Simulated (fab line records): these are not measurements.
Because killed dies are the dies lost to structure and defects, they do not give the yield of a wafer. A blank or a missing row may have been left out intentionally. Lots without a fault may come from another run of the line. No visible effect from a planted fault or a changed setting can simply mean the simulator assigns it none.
Which tool was responsible? | flow sky130 | 33 wafers sampled from 11 lots at 1 step of a route of 708

## WHAT THE GAUGES SHOWED, per wafer
SKY_VIA3_CD_MEAS_12: the cd target is 200 nm.
lot  | measured     | on       | cdNm (nm)
L837 | day 39 22:33 | cdSem-02 | 199.1 198.4 199.7
L838 | day 40 07:17 | cdSem-02 | 199.3 199.6 200.4
L839 | day 40 17:32 | cdSem-02 | 201.3 202.1 202.4
L840 | day 41 06:23 | cdSem-02 | 200.4 201.1 200.5
L842 | day 41 15:52 | cdSem-01 | 200.4 200.9 201.1
L844 | day 42 05:52 | cdSem-02 | 198.6 199.7 200.0
L848 | day 43 15:07 | cdSem-02 | 202.0 199.5 198.9
L853 | day 44 12:36 | cdSem-01 | 199.9 200.6 199.9
L855 | day 45 05:45 | cdSem-02 | 200.6 199.9 201.1
L856 | day 45 14:20 | cdSem-02 | 199.1 198.3 198.0
L859 | day 45 23:48 | cdSem-01 | 197.7 199.7 198.2

## EACH LOT AND THE TOOL THAT RAN IT (in order: tool; ch and the chambers of the sampled wafers; start)
There is no process step in the record ahead of these readings.

## WHAT THE TOOLS THEMSELVES READ (means of the sampled wafers that have a number; where no wafer has one, the mark that the record gives instead)
The record holds no such reading with a usual standard deviation.

## THE ANSWER, worked out from the rows above alone
Rule: usual is defined by the lots themselves. Put in order of their means at a reading, lots are off if they are a third of the lots or fewer, leave a main group of 4 or more, and stand apart from it by a gap of 3 or more times the standard deviation of the main group's means; of several such gaps the widest counts. A main group whose means are all the same, to the digits that the tables above print for the reading, isn't used. A lot without any number at a reading at which 4 lots or more have one is off too. Any other lot the step has rows for is counted as sound. First the gauges in route order, then the tools' own readings, where a lot's mean is used as printed above. At the first step where some lot is off, the reading lying furthest off is the one used; lots without a number count as furthest.
Across all readings shown, no lot is off: no conclusion can be drawn from this.

## WHAT WAS PUT IN BY THE SIMULATOR
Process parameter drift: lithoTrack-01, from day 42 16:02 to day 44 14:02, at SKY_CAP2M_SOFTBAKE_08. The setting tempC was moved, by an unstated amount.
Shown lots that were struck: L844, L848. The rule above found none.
